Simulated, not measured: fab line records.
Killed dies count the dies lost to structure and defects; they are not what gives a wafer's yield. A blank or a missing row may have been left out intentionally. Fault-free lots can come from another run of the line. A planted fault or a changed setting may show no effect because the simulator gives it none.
2 desks looking at one fault -- flow gf180mcu -- each desk has only its own numbers; what lay behind them comes last

## FOR THE TOOL OWNER'S DESK: rieDiel-03
The tool's own readings at GF_STI_ETCH_13 (etches the open film in CHF3/O2, stops on Si, target depth 282.31 nm, time 112.9 s): means of the sampled wafers that have a number, for each lot that ran on this tool. If a lot's mean is further than 4 standard deviations from the usual mean, the lot is out of limits and carries the mark OUT (the distance appears in the brackets).
Columns: A = biasW at GF_STI_ETCH_13, usual 200.0 W; B = drypumpMotorCurrentA at GF_STI_ETCH_13, usual 5.7 A; C = oesProductAu at GF_STI_ETCH_13, usual 0.833 a.u.; D = rfFwdPowerW at GF_STI_ETCH_13, usual 597.4 W; E = throttleValvePct at GF_STI_ETCH_13, usual 8.811 %
lot,first seen here,A,B,C,D,E
L718,day 2 01:43,199.8,6.0,0.835,596.1,8.812
L728,day 4 04:55,191.8 (-14) OUT,5.6,0.840,597.9,8.810
This desk finds L728 out of limits, L728 being first, at day 4 04:55 (biasW at GF_STI_ETCH_13). In limits: L718.

## THE METROLOGY DESK
What the gauges read, lot by lot, whatever tool the lot ran on: means of the sampled wafers that have a number. If a lot's mean is further than 4 standard deviations from the usual mean, the lot is out of limits and carries the mark OUT (the distance appears in the brackets).
Columns: A = STI_OXIDATION_THK at GF_STI_THK_MEAS_02, usual 10.09 nm; B = STI_CVD_03_THK at GF_STI_THK_MEAS_04, usual 207.4 nm; C = cdNm at GF_STI_CD_MEAS_12, usual 220.4 nm
lot,first seen here,A,B,C
L718,day 1 11:31,9.84,208.4,219.5
L720,day 1 21:31,9.99,201.6,220.1
L728,day 3 13:59,10.06,209.4,221.0
L733,day 4 17:35,10.04,208.9,221.4
L735,day 5 00:31,10.36,211.2,221.6
This desk found nothing out of limits on any of the 5 lots.

## BROUGHT TOGETHER
On L728, at day 4 04:55, an alarm was possible from the tool owner's desk.
At the metrology desk, nothing out of limits was observed.
The metrology desk holds a record of L728, inside its limits.
The lots listed all ran GF_STI_ETCH_13 on rieDiel-03.

## WHAT THE SIMULATOR PUT IN
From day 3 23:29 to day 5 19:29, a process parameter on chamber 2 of rieDiel-03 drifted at GF_STI_ETCH_13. A move of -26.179 in setting biasW, from 200. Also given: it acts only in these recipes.
Struck lots among those shown: L728.
How many hours passed from the start of the fault until each desk's first out-of-limits reading: the tool owner's desk, 5.
